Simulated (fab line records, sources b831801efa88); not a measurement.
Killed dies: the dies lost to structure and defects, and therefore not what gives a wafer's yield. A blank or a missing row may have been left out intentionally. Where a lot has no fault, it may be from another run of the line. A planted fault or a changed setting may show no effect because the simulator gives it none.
fab line records + flow sky130
record
- lots=5
- wafers=14
- lastDay=50
route steps=708 shown METAL2@483 PAD_OPEN@708
lots with no fault: from the same line, run without faults
startH: the number of hours between the record's first day and the start of the first shown wafer of the lot + waitH: hours since the lot's step before + " repeats the value in the row above + L1.1+2: a row that stands for several wafers + - no value present, or no start provided + * or withheld: withheld + < > ~ a bound
route shown NAME@n: names a module that has steps shown in the file, with the first one's number in the route + usual: mean/standard deviation of fault-free wafers + same: alike in all rows + chamber/n: place in a boat + sites: the reading at each site + _std_site: standard deviation of those values + _edge_site: mean of outer sites minus mean of inner sites + radiusMm: how far each site lies from the wafer's centre + mask NAME#n: copy n + behind: tool/chamber where the wafer was last shaped + hold: why the lot was held/for how many hours/how that ended + device: transistor that didn't switch, given as n, p or np + end of line: the tests these same wafers got at the end of their route + step lacking rows: just its recipe + killed: dies lost to structure and defects at the first sort, not the wafer's yield + map: the dies of a wafer, with x for killed, . for not killed, _ for no die there
set.NAME: the setting that was run; set.NAME@STEP: the one run at that earlier step + model.NAME: the simulator's own value behind a step, which no gauge read
lots at some steps of the route; a table a step, a row a wafer
services: from which hour (startH, from the record's first day; less than 0 if before it) a tool's chamber was out of use, for how many hours, and why
## steps
# step SKY_METAL2_SPUTTER_00
# recipe
- material=Ti
- targetThkNm=15
- powerW=3000
- timeS=10
- chamberPressurePa=0.4
# usual
- cathodeDcPowerW=3000.0/0.55
- chamberPressurePa=0.4001/0.00078
- throttleValvePct=29.9/1
| lot.wafer | tool          | chamber | startH | waitH | cathodeDcPowerW | chamberPressurePa | throttleValvePct |
|-----------|---------------|---------|--------|-------|-----------------|-------------------|------------------|
| L621.4    | pvdSputter-01 | -       | 833.60 | 0.1   | 2999.2          | 0.4002            | 28.6             |
| L621.5    | "             | -       | "      | "     | 2999.9          | 0.4001            | 28.9             |
| L621.6    | "             | -       | "      | "     | 3001.0          | 0.4003            | 28.1             |
| L620.2    | pvdSputter-01 | -       | 836.15 | 0.2   | 2999.3          | 0.4003            | 30.6             |
| L620.3    | "             | -       | "      | "     | 3000.5          | 0.4017            | 28.2             |
| L620.5    | "             | -       | "      | "     | 2999.4          | 0.3995            | 28.2             |
| L625.2    | pvdSputter-04 | -       | 880.56 | 0.1   | 3000.9          | 0.4004            | 28.8             |
| L625.3    | "             | -       | "      | "     | 2999.2          | 0.3989            | 30.6             |
| L625.4    | "             | -       | "      | "     | 2999.4          | 0.3993            | 30.3             |
| L629.1    | pvdSputter-01 | -       | 912.10 | 0.2   | 2999.5          | 0.3987            | 30.6             |
| L629.4    | "             | -       | "      | "     | 3000.3          | 0.4010            | 30.0             |
| L639.2    | pvdSputter-01 | -       | 958.84 | 0.2   | 3000.0          | 0.4004            | 30.3             |
| L639.3    | "             | -       | "      | "     | 3001.0          | 0.3997            | 28.8             |
| L639.5    | "             | -       | "      | "     | 3000.4          | 0.4003            | 30.3             |
# step SKY_METAL2_SPUTTER_01
# recipe
- material=TiN
- targetThkNm=20
- powerW=6500
- timeS=16.7
- chamberPressurePa=0.4
# usual
- cathodeDcPowerW=6500.0/1.2
- chamberPressurePa=0.4000/0.00082
- throttleValvePct=29.9/1
| lot.wafer | tool          | chamber | startH | waitH | cathodeDcPowerW | chamberPressurePa | throttleValvePct |
|-----------|---------------|---------|--------|-------|-----------------|-------------------|------------------|
| L621.4    | pvdSputter-01 | -       | 833.63 | 0.0   | 6499.2          | 0.3987            | 28.8             |
| L621.5    | "             | -       | "      | "     | 6499.4          | 0.3989            | 28.9             |
| L621.6    | "             | -       | "      | "     | 6501.0          | 0.3999            | 28.0             |
| L620.2    | pvdSputter-01 | -       | 836.17 | 0.0   | 6500.4          | 0.3994            | 30.2             |
| L620.3    | "             | -       | "      | "     | 6499.7          | 0.3999            | 28.0             |
| L620.5    | "             | -       | "      | "     | 6499.5          | 0.3992            | 28.1             |
| L625.2    | pvdSputter-04 | -       | 880.58 | 0.0   | 6499.2          | 0.3987            | 29.2             |
| L625.3    | "             | -       | "      | "     | 6498.9          | 0.4020            | 30.8             |
| L625.4    | "             | -       | "      | "     | 6501.2          | 0.3983            | 30.1             |
| L629.1    | pvdSputter-01 | -       | 912.12 | 0.0   | 6496.8          | 0.4000            | 30.6             |
| L629.4    | "             | -       | "      | "     | 6500.7          | 0.4004            | 30.2             |
| L639.2    | pvdSputter-01 | -       | 958.86 | 0.0   | 6498.9          | 0.3993            | 30.6             |
| L639.3    | "             | -       | "      | "     | 6499.9          | 0.4003            | 29.0             |
| L639.5    | "             | -       | "      | "     | 6500.2          | 0.3994            | 30.5             |
# step SKY_METAL2_SPUTTER_02
# recipe
- material=AlCu
- targetThkNm=250
- powerW=10600
- timeS=13.3
- chamberPressurePa=0.4
# usual
- cathodeDcPowerW=10600/1.8
- chamberPressurePa=0.4000/0.00076
- throttleValvePct=29.9/1.1
| lot.wafer | tool          | chamber | startH | waitH | cathodeDcPowerW | chamberPressurePa | throttleValvePct |
|-----------|---------------|---------|--------|-------|-----------------|-------------------|------------------|
| L621.4    | pvdSputter-01 | -       | 833.65 | 0.0   | 10599           | 0.3975            | 28.8             |
| L621.5    | "             | -       | "      | "     | 10602           | 0.4000            | 29.1             |
| L621.6    | "             | -       | "      | "     | 10597           | 0.3993            | 27.9             |
| L620.2    | pvdSputter-01 | -       | 836.20 | 0.0   | 10600           | 0.4010            | 30.4             |
| L620.3    | "             | -       | "      | "     | 10599           | 0.3997            | 28.1             |
| L620.5    | "             | -       | "      | "     | 10603           | 0.3996            | 28.2             |
| L625.2    | pvdSputter-04 | -       | 880.60 | 0.0   | 10601           | 0.4002            | 28.8             |
| L625.3    | "             | -       | "      | "     | 10599           | 0.3998            | 30.8             |
| L625.4    | "             | -       | "      | "     | 10600           | 0.4005            | 30.4             |
| L629.1    | pvdSputter-01 | -       | 912.15 | 0.0   | 10600           | 0.3992            | 30.3             |
| L629.4    | "             | -       | "      | "     | 10599           | 0.3996            | 30.4             |
| L639.2    | pvdSputter-01 | -       | 958.89 | 0.0   | 10601           | 0.4007            | 30.6             |
| L639.3    | "             | -       | "      | "     | 10602           | 0.4000            | 29.0             |
| L639.5    | "             | -       | "      | "     | 10605           | 0.4001            | 30.6             |
# step SKY_METAL2_SPUTTER_03
# recipe
- material=Ti
- targetThkNm=5
- powerW=3000
- timeS=3.3
- chamberPressurePa=0.4
# usual
- cathodeDcPowerW=3000.0/0.59
- chamberPressurePa=0.4001/0.00083
- throttleValvePct=29.9/1.1
| lot.wafer | tool          | chamber | startH | waitH | cathodeDcPowerW | chamberPressurePa | throttleValvePct |
|-----------|---------------|---------|--------|-------|-----------------|-------------------|------------------|
| L621.4    | pvdSputter-01 | -       | 833.68 | 0.0   | 3000.5          | 0.3990            | 29.0             |
| L621.5    | "             | -       | "      | "     | 3000.5          | 0.3999            | 28.7             |
| L621.6    | "             | -       | "      | "     | 3000.2          | 0.3996            | 27.9             |
| L620.2    | pvdSputter-01 | -       | 836.22 | 0.0   | 3000.6          | 0.4006            | 30.5             |
| L620.3    | "             | -       | "      | "     | 2999.8          | 0.4009            | 28.1             |
| L620.5    | "             | -       | "      | "     | 2999.1          | 0.4000            | 28.1             |
| L625.2    | pvdSputter-04 | -       | 880.63 | 0.0   | 3000.5          | 0.3999            | 28.8             |
| L625.3    | "             | -       | "      | "     | 2999.2          | 0.4004            | 30.6             |
| L625.4    | "             | -       | "      | "     | 3000.9          | 0.4018            | 30.0             |
| L629.1    | pvdSputter-01 | -       | 912.17 | 0.0   | 3001.7          | 0.3998            | 30.7             |
| L629.4    | "             | -       | "      | "     | 2999.3          | 0.3989            | 30.3             |
| L639.2    | pvdSputter-01 | -       | 958.91 | 0.0   | 3000.3          | 0.4012            | 30.3             |
| L639.3    | "             | -       | "      | "     | 3000.4          | 0.4002            | 28.8             |
| L639.5    | "             | -       | "      | "     | 3000.7          | 0.4005            | 30.5             |
# step SKY_METAL2_SPUTTER_04
# recipe
- material=TiN
- targetThkNm=70
- powerW=6500
- timeS=58.3
- chamberPressurePa=0.4
# step SKY_METAL2_RS_MEAS_05
# recipe
- thkMeasGauge=four-point-probe
- reads=TiN_of_METAL2_SPUTTER_04+Ti_of_METAL2_SPUTTER_03+AlCu_of_METAL2_SPUTTER_02+TiN_of_METAL2_SPUTTER_01+Ti_of_METAL2_SPUTTER_00
# usual
- METAL2_ALCU_RS=0.1273/0.0014
| lot.wafer | tool         | chamber | startH | waitH | METAL2_ALCU_RS[ohm/sq] |
|-----------|--------------|---------|--------|-------|------------------------|
| L621.4    | filmMetro-02 | -       | 833.80 | 0.1   | 0.1284                 |
| L621.5    | "            | -       | "      | "     | 0.1275                 |
| L621.6    | "            | -       | "      | "     | 0.1279                 |
| L620.2    | filmMetro-03 | -       | 836.31 | 0.0   | 0.1302                 |
| L620.3    | "            | -       | "      | "     | 0.1290                 |
| L620.5    | "            | -       | "      | "     | 0.1307                 |
| L625.2    | filmMetro-03 | -       | 880.72 | 0.0   | 0.1309                 |
| L625.3    | "            | -       | "      | "     | 0.1286                 |
| L625.4    | "            | -       | "      | "     | 0.1286                 |
| L629.1    | filmMetro-01 | -       | 912.24 | 0.0   | 0.1267                 |
| L629.4    | "            | -       | "      | "     | 0.1268                 |
| L639.2    | filmMetro-03 | -       | 959.00 | 0.0   | 0.1237                 |
| L639.3    | "            | -       | "      | "     | 0.1258                 |
| L639.5    | "            | -       | "      | "     | 0.1254                 |
# step SKY_METAL2_THK_MEAS_06
# recipe
- thkMeasGauge=xrf
- reads=AlCu_of_METAL2_SPUTTER_02
# usual
- METAL2_ALCU_THK=249/3.1
| lot.wafer | tool         | chamber | startH | waitH | METAL2_ALCU_THK[nm] |
|-----------|--------------|---------|--------|-------|---------------------|
| L621.4    | filmMetro-02 | -       | 833.89 | 0.1   | 249                 |
| L621.5    | "            | -       | "      | "     | 250                 |
| L621.6    | "            | -       | "      | "     | 248                 |
| L620.2    | filmMetro-03 | -       | 836.42 | 0.1   | 242                 |
| L620.3    | "            | -       | "      | "     | 244                 |
| L620.5    | "            | -       | "      | "     | 241                 |
| L625.2    | filmMetro-03 | -       | 880.83 | 0.1   | 240                 |
| L625.3    | "            | -       | "      | "     | 247                 |
| L625.4    | "            | -       | "      | "     | 246                 |
| L629.1    | filmMetro-01 | -       | 912.36 | 0.1   | 251                 |
| L629.4    | "            | -       | "      | "     | 250                 |
| L639.2    | filmMetro-03 | -       | 959.11 | 0.1   | 255                 |
| L639.3    | "            | -       | "      | "     | 251                 |
| L639.5    | "            | -       | "      | "     | 253                 |
# step SKY_METAL2_DEHYDRATE_07
# recipe
- tempC=200
- timeS=60
# step SKY_METAL2_HMDS_08
# recipe
- primeTimeS=60
- primeTempC=120
# step SKY_METAL2_COAT_09
# recipe
- resist=BARC
- tempC=withheld
- timeS=withheld
- spinRpm=3000
- resistThkNm=60
# step SKY_METAL2_COAT_10
# recipe
- resist=KrF-thick
- spinRpm=3000
- resistThkNm=450
# step SKY_METAL2_SOFTBAKE_11
# recipe
- tempC=100
- timeS=90
- resist=KrF-thick
# step SKY_METAL2_EXPOSE_12
# recipe
- maskId=MM2
- na=0.8
- sourceShape=annular
- sigmaInner=0.55
- sigmaOuter=0.85
- targetCdNm=140
- doseMj=28
# same
- sigmaOuter=0.85
| lot.wafer  | tool          | chamber | startH | waitH | mask  |
|------------|---------------|---------|--------|-------|-------|
| L621.4+5+6 | krfScanner-02 | 0       | 846.89 | -     | MM2#0 |
| L620.2+3+5 | krfScanner-01 | 0       | 849.59 | -     | MM2#0 |
| L625.2+3+4 | krfScanner-02 | 0       | 893.75 | -     | MM2#0 |
| L629.1+4   | krfScanner-01 | 0       | 924.52 | -     | MM2#0 |
| L639.2+3+5 | krfScanner-02 | 0       | 971.44 | -     | MM2#0 |
# step SKY_METAL2_PEB_13
# recipe
- pebTempC=withheld
- pebTimeS=withheld
- resist=KrF-thick
# step SKY_METAL2_DEVELOP_14
# recipe
- developTimeS=60
- resist=KrF-thick
- devTempC=21
# step SKY_METAL2_CD_MEAS_15
# recipe
- targetCdNm=140
# usual
- cdNm=139.6/1.6
| lot.wafer | tool     | chamber | startH | waitH | cdNm  |
|-----------|----------|---------|--------|-------|-------|
| L621.4    | cdSem-02 | -       | 860.74 | -     | 137.3 |
| L621.5    | "        | -       | "      | "     | 136.3 |
| L621.6    | "        | -       | "      | "     | 135.6 |
| L620.2    | cdSem-02 | -       | 862.79 | -     | 137.6 |
| L620.3    | "        | -       | "      | "     | 140.5 |
| L620.5    | "        | -       | "      | "     | 139.7 |
| L625.2    | cdSem-02 | -       | 906.29 | -     | 139.0 |
| L625.3    | "        | -       | "      | "     | 138.1 |
| L625.4    | "        | -       | "      | "     | 138.2 |
| L629.1    | cdSem-02 | -       | 937.12 | -     | 139.4 |
| L629.4    | "        | -       | "      | "     | -     |
| L639.2    | cdSem-01 | -       | 982.40 | -     | 140.8 |
| L639.3    | "        | -       | "      | "     | 140.5 |
| L639.5    | "        | -       | "      | "     | 139.3 |
# step SKY_METAL2_OVL_MEAS_16
# usual
- METAL2_OVL=4/6
| lot.wafer | tool       | chamber | startH | waitH | METAL2_OVL[nm] |
|-----------|------------|---------|--------|-------|----------------|
| L621.4    | overlay-01 | -       | 860.82 | 0.1   | -2             |
| L621.5    | "          | -       | "      | "     | -13            |
| L621.6    | "          | -       | "      | "     | -2             |
| L620.2    | overlay-02 | -       | 862.90 | 0.1   | -4             |
| L620.3    | "          | -       | "      | "     | 6              |
| L620.5    | "          | -       | "      | "     | 6              |
| L625.2    | overlay-02 | -       | 906.40 | 0.1   | 9              |
| L625.3    | "          | -       | "      | "     | 7              |
| L625.4    | "          | -       | "      | "     | 11             |
| L629.1    | overlay-02 | -       | 937.24 | 0.1   | 10             |
| L629.4    | "          | -       | "      | "     | -              |
| L639.2    | overlay-02 | -       | 982.51 | 0.1   | 16             |
| L639.3    | "          | -       | "      | "     | 14             |
| L639.5    | "          | -       | "      | "     | 16             |
# step SKY_METAL2_DESCUM_17
# recipe
- chemistry=O2
- sourcePowerW=150
- biasPowerW=0
- pressureMtorr=10
- tempC=40
- timeS=8
# usual
- drypumpMotorCurrentA=5.7/0.33
- oesProductAu=0.997/0.009
| lot.wafer | tool        | chamber | startH | waitH | drypumpMotorCurrentA | oesProductAu | rfHoursCounterH |
|-----------|-------------|---------|--------|-------|----------------------|--------------|-----------------|
| L621.4    | rieMetal-01 | 1       | 860.85 | 0.0   | 5.0                  | 1.022        | -               |
| L621.5    | "           | 0       | "      | "     | 5.9                  | 1.009        | -               |
| L621.6    | "           | 1       | "      | "     | 5.0                  | 1.013        | -               |
| L620.2    | rieMetal-04 | 1       | 862.93 | 0.0   | 5.7                  | 1.001        | 16              |
| L620.3    | "           | 1       | "      | "     | 5.7                  | 1.004        | -               |
| L620.5    | "           | 0       | "      | "     | 5.9                  | 0.985        | -               |
| L625.2    | rieMetal-01 | 1       | 906.44 | 0.0   | 4.9                  | 1.003        | -               |
| L625.3    | "           | 1       | "      | "     | 4.9                  | 0.996        | -               |
| L625.4    | "           | 1       | "      | "     | 5.0                  | 1.001        | -               |
| L629.1    | rieMetal-01 | 1       | 937.28 | 0.0   | 5.0                  | 0.994        | 7               |
| L629.4    | "           | 1       | "      | "     | 4.9                  | 1.002        | -               |
| L639.2    | rieMetal-01 | 0       | 982.54 | 0.0   | 5.9                  | 1.003        | 2               |
| L639.3    | "           | 1       | "      | "     | 5.0                  | 1.003        | -               |
| L639.5    | "           | 1       | "      | "     | 5.0                  | 1.003        | -               |
# step SKY_PAD_OPEN_PROBE_99
# usual
- defectLimitedYield=82.5/2
- killed_at_M0_to_M3=44/7.7
- killed_at_M4_up=3.0/1.9
- killedAtContacts=25/5.6
- killedAtFrontEnd=15/4.6
- killedAtOther=0.3/0.47
- killedDies=86/9.9
- killedOnRim=17/3.6
- killedOpen=47/7.4
- killedShort=39/5.9
- sort_bin_3_pad_short=0.8/0.37
- sort_bin_5_function=10.4/1.5
- sort_bin_6_memory=6.3/1
- sortNPass=406/9.9
- sortYieldPct=82.5/2
# same
- grossDies=492
- killedAtBackSide=0
- sort_bin_4_leakage[%]=0
- sort_bin_8_speed[%]=0
| lot.wafer | tool      | chamber | startH  | waitH | defectLimitedYield[%] | killed_at_M0_to_M3 | killed_at_M4_up | killedAtContacts | killedAtFrontEnd | killedAtOther | killedDies | killedOnRim | killedOpen | killedShort | sort_bin_3_pad_short[%] | sort_bin_5_function[%] | sort_bin_6_memory[%] | sortNPass | sortYieldPct[%] |
|-----------|-----------|---------|---------|-------|-----------------------|--------------------|-----------------|------------------|------------------|---------------|------------|-------------|------------|-------------|-------------------------|------------------------|----------------------|-----------|-----------------|
| L621.4    | prober-01 | -       | 1107.76 | 0.2   | 82.9                  | 37                 | 5               | 31               | 10               | 1             | 84         | 16          | 37         | 47          | 0.6                     | 9.1                    | 7.3                  | 408       | 82.9            |
| L621.5    | prober-01 | -       | 1107.81 | 0.2   | 77.8                  | 50                 | 4               | 41               | 14               | 0             | 109        | 17          | 63         | 46          | 0.8                     | 15.0                   | 6.3                  | 383       | 77.8            |
| L621.6    | prober-01 | -       | 1107.86 | 0.2   | 79.9                  | 49                 | 2               | 24               | 24               | 0             | 99         | 17          | 53         | 46          | 1.0                     | 11.2                   | 7.9                  | 393       | 79.9            |
| L620.2    | prober-01 | -       | 1110.29 | 0.1   | 82.1                  | 52                 | 1               | 19               | 16               | 0             | 88         | 18          | 44         | 44          | 0.8                     | 10.4                   | 6.7                  | 404       | 82.1            |
| L620.3    | prober-01 | -       | 1110.34 | 0.2   | 85.0                  | 32                 | 3               | 24               | 15               | 0             | 74         | 17          | 37         | 37          | 0.8                     | 9.6                    | 4.7                  | 418       | 85.0            |
| L620.5    | prober-01 | -       | 1110.44 | 0.2   | 82.1                  | 40                 | 2               | 31               | 14               | 1             | 88         | 20          | 53         | 35          | 1.0                     | 9.3                    | 7.5                  | 404       | 82.1            |
| L625.2    | prober-02 | -       | 1144.01 | 0.1   | 84.3                  | 42                 | 2               | 19               | 13               | 1             | 77         | 17          | 45         | 32          | 1.4                     | 8.5                    | 5.7                  | 415       | 84.3            |
| L625.3    | prober-02 | -       | 1144.06 | 0.2   | 81.9                  | 52                 | 2               | 15               | 20               | 0             | 89         | 16          | 59         | 30          | 1.2                     | 11.8                   | 5.1                  | 403       | 81.9            |
| L625.4    | prober-02 | -       | 1144.11 | 0.2   | 85.2                  | 40                 | 3               | 14               | 15               | 1             | 73         | 17          | 41         | 32          | 0.4                     | 8.3                    | 6.1                  | 419       | 85.2            |
| L629.1    | prober-02 | -       | 1165.98 | 0.1   | 82.5                  | 46                 | 1               | 24               | 14               | 1             | 86         | 14          | 49         | 37          | 0.8                     | 9.8                    | 6.9                  | 406       | 82.5            |
| L629.4    | prober-02 | -       | 1166.13 | 0.2   | 0                     | 454                | 4               | 22               | 12               | 0             | 492        | 96          | 48         | 48          | 0.8                     | 91.1                   | 8.1                  | 0         | 0               |
| L639.2    | prober-01 | -       | 1197.62 | 0.1   | 82.3                  | 39                 | 4               | 26               | 18               | 0             | 87         | 13          | 43         | 44          | 2.0                     | 9.3                    | 6.3                  | 405       | 82.3            |
| L639.3    | prober-01 | -       | 1197.67 | 0.2   | 82.9                  | 46                 | 1               | 16               | 20               | 1             | 84         | 22          | 41         | 43          | 0.8                     | 9.6                    | 6.7                  | 408       | 82.9            |
| L639.5    | prober-01 | -       | 1197.77 | 0.2   | 84.8                  | 37                 | 3               | 16               | 19               | 0             | 75         | 17          | 39         | 36          | 0.4                     | 8.7                    | 6.1                  | 417       | 84.8            |
# killed by level:class
L621.4 LI_CONTACT:geometricParticle:open=10 CONTACT:geometricParticle:open=8 VIA1:geometricParticle:open=6 VIA3:geometricParticle:open=6 LOCAL_INTERCONNECT:geometricParticle:short=5 CONTACT:geometricParticle:short=5 METAL2:geometricParticle:short=5 METAL4:geometricParticle:short=4
L621.5 LI_CONTACT:geometricParticle:open=15 VIA1:geometricParticle:open=13 VIA3:geometricParticle:open=9 CONTACT:geometricParticle:open=7 LI_CONTACT:geometricParticle:short=6 CONTACT:geometricParticle:short=6 METAL2:geometricParticle:short=6 VIA2:geometricParticle:open=6
L621.6 VIA1:geometricParticle:open=10 CONTACT:geometricParticle:open=9 POLY_GATE:geometricParticle:open=8 VIA3:geometricParticle:open=8 LOCAL_INTERCONNECT:geometricParticle:short=7 METAL1:geometricParticle:short=6 VIA1:geometricParticle:short=6 VIA2:geometricParticle:open=6
L620.2 VIA1:geometricParticle:open=10 VIA3:geometricParticle:open=8 VIA3:geometricParticle:short=7 VIA2:geometricParticle:open=7 CONTACT:geometricParticle:open=6 VIA1:geometricParticle:short=5 SONOS_ONO:geometricParticle:short=5 FIELD_ISO:geometricParticle:short=4
L620.3 CONTACT:geometricParticle:open=9 VIA1:geometricParticle:open=9 CONTACT:geometricParticle:short=7 FIELD_ISO:geometricParticle:short=5 LI_CONTACT:geometricParticle:open=5 METAL1:geometricParticle:short=5 VIA1:geometricParticle:short=4 VIA3:geometricParticle:open=4
L620.5 LI_CONTACT:geometricParticle:open=13 CONTACT:geometricParticle:open=8 VIA1:geometricParticle:open=8 VIA3:geometricParticle:open=8 POLY_GATE:geometricParticle:open=5 METAL1:geometricParticle:short=5 VIA2:geometricParticle:open=5 LI_CONTACT:geometricParticle:short=4
L625.2 VIA1:geometricParticle:open=14 METAL2:geometricParticle:short=6 CONTACT:geometricParticle:open=5 VIA3:geometricParticle:open=5 FIELD_ISO:geometricParticle:short=4 LI_CONTACT:geometricParticle:open=4 LOCAL_INTERCONNECT:geometricParticle:short=4 METAL1:geometricParticle:short=4
L625.3 VIA1:geometricParticle:open=15 FIELD_ISO:geometricParticle:open=12 VIA2:geometricParticle:open=8 VIA3:geometricParticle:open=8 LI_CONTACT:geometricParticle:open=5 METAL1:geometricParticle:short=5 VIA1:geometricParticle:short=5 METAL2:geometricParticle:short=5
L625.4 VIA1:geometricParticle:open=14 CONTACT:geometricParticle:open=7 FIELD_ISO:geometricParticle:open=4 POLY_GATE:geometricParticle:open=4 VIA3:geometricParticle:open=4 METAL2:geometricParticle:short=4 POLY_GATE:geometricParticle:short=3 LI_CONTACT:geometricParticle:open=3
L629.1 VIA1:geometricParticle:open=11 CONTACT:geometricParticle:open=11 METAL1:geometricParticle:short=7 METAL2:geometricParticle:short=7 LI_CONTACT:geometricParticle:open=6 VIA3:geometricParticle:open=6 FIELD_ISO:geometricParticle:short=5 METAL1:geometricParticle:open=4
L629.4 METAL2:areaExpose=396 VIA1:geometricParticle:open=14 METAL1:geometricParticle:short=12 VIA3:geometricParticle:open=8 LOCAL_INTERCONNECT:geometricParticle:short=7 VIA2:geometricParticle:open=7 CONTACT:geometricParticle:open=6 VIA1:geometricParticle:short=5
L639.2 VIA1:geometricParticle:open=11 LI_CONTACT:geometricParticle:open=9 FIELD_ISO:geometricParticle:short=8 CONTACT:geometricParticle:open=6 VIA1:geometricParticle:short=6 POLY_GATE:geometricParticle:open=5 VIA3:geometricParticle:open=5 LI_CONTACT:geometricParticle:short=5
L639.3 VIA1:geometricParticle:open=12 POLY_GATE:geometricParticle:short=7 VIA3:geometricParticle:open=7 FIELD_ISO:geometricParticle:short=5 CONTACT:geometricParticle:open=5 VIA2:geometricParticle:open=5 LI_CONTACT:geometricParticle:short=4 VIA1:geometricParticle:short=4
L639.5 METAL2:geometricParticle:short=7 VIA2:geometricParticle:open=7 LI_CONTACT:geometricParticle:open=6 POLY_GATE:geometricParticle:open=5 POLY_GATE:geometricParticle:short=5 VIA1:geometricParticle:open=5 VIA3:geometricParticle:open=5 CONTACT:geometricParticle:open=4
# map L629.4 (x killed, . not)
__________xxxxxxxxxx_________
________xxxxxxxxxxxxxx_______
______xxxxxxxxxxxxxxxxxx_____
_____xxxxxxxxxxxxxxxxxxxx____
____xxxxxxxxxxxxxxxxxxxxxx___
___xxxxxxxxxxxxxxxxxxxxxxxx__
__xxxxxxxxxxxxxxxxxxxxxxxxxx_
_xxxxxxxxxxxxxxxxxxxxxxxxxxxx
_xxxxxxxxxxxxxxxxxxxxxxxxxxxx
_xxxxxxxxxxxxxxxxxxxxxxxxxxxx
_xxxxxxxxxxxxxxxxxxxxxxxxxxxx
_xxxxxxxxxxxxxxxxxxxxxxxxxxxx
_xxxxxxxxxxxxxxxxxxxxxxxxxxxx
_xxxxxxxxxxxxxxxxxxxxxxxxxxxx
_xxxxxxxxxxxxxxxxxxxxxxxxxxxx
__xxxxxxxxxxxxxxxxxxxxxxxxxx_
___xxxxxxxxxxxxxxxxxxxxxxxx__
____xxxxxxxxxxxxxxxxxxxxxx___
_____xxxxxxxxxxxxxxxxxxxx____
______xxxxxxxxxxxxxxxxxx_____
________xxxxxxxxxxxxxx_______
__________xxxxxxxxxx_________
# map L620.2 (x killed, . not)
__________......x..x_________
________........xxxx.._______
______....x...x..x......_____
_____.x.xx.......x....x..____
____..x......x...x........___
___.....x......x.x...x.x..x__
__x.....x.x.x....x.........._
_......x.x......x..xx........
_....xx..x..x.......x...xx.x.
_..x.x.....x....x............
_.....................x..x...
_.x.....x..x........x....x...
_x....x.....x.x......x.......
_...................x........
_.x.....x..........x......x.x
__.x.....x.x........x....x.._
___x........xxx...........x__
____.............x..x.....___
_____.xx.x...xx..........____
______....xx......x..x.x_____
________............xx_______
__________.......x.._________
## services
| tool          | chamber | startH | hours | kind          |
|---------------|---------|--------|-------|---------------|
| krfScanner-01 | -       | 817.29 | 2.5   | repair        |
| krfScanner-02 | -       | 819.80 | 1.0   | pm            |
| krfScanner-01 | -       | 825.37 | 0.8   | pm            |
| rieMetal-01   | 1       | 828.53 | 4.4   | repair        |
| rieMetal-01   | 1       | 844.19 | 2.4   | repair        |
| krfScanner-02 | -       | 847.89 | 4.4   | pm            |
| krfScanner-02 | -       | 857.54 | 2.8   | repair        |
| pvdSputter-01 | -       | 868.54 | 2.8   | repair        |
| krfScanner-01 | -       | 888.13 | 4.5   | repair        |
| rieMetal-01   | 0       | 904.23 | -     | clean         |
| rieMetal-01   | 0       | 904.23 | 21.7  | scheduledDown |
| rieMetal-01   | 0       | 904.23 | 21.7  | ventCycle     |
| krfScanner-02 | -       | 910.69 | 0.8   | pm            |
| krfScanner-02 | -       | 912.06 | 1.3   | pm            |
| rieMetal-04   | 1       | 913.27 | -     | clean         |
| rieMetal-04   | 1       | 913.27 | 21.2  | scheduledDown |
| rieMetal-04   | 1       | 913.27 | 21.2  | ventCycle     |
| krfScanner-01 | -       | 913.39 | 4.0   | pm            |
| pvdSputter-04 | -       | 925.24 | 1.1   | repair        |
| krfScanner-01 | -       | 932.79 | 1.0   | pm            |
| krfScanner-01 | -       | 935.96 | 1.3   | pm            |
| krfScanner-02 | -       | 954.57 | 0.4   | repair        |
| pvdSputter-01 | -       | 964.37 | 5.4   | repair        |
| krfScanner-01 | -       | 970.69 | 6.0   | repair        |
## key
firstSign
- step=SKY_METAL2_CD_MEAS_15
- reading=cdNm
- direction=missing
effect
- step=SKY_METAL2_OVL_MEAS_16
- reading=METAL2_OVL
- direction=missing
effect
- step=SKY_PAD_OPEN_PROBE_99
- reading=sort_bin_5_function
- direction=up
- sigmas=53
- usual=10.4
- struck=91.1
moreKillsBornAt
- SKY_METAL2_EXPOSE_12@krfScanner-01=396
metAt SKY_METAL2_EXPOSE_12
struckWafers L629.4
laterRowsLeftOut L629.4
onsetBetween 849.59 924.52
fault
- kind=processParameterDrift
- tool=krfScanner-01
- chamber=-
- onsetH=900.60
- steps=SKY_METAL2_EXPOSE_12
- channel=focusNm
- offset=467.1
- shape=step
- endH=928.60
- scope=struckWafersOnly
# laterRowsLeftOut: the simulator's readings of these wafers behind a module that went badly wrong aren't trusted and aren't shown, but for the sort
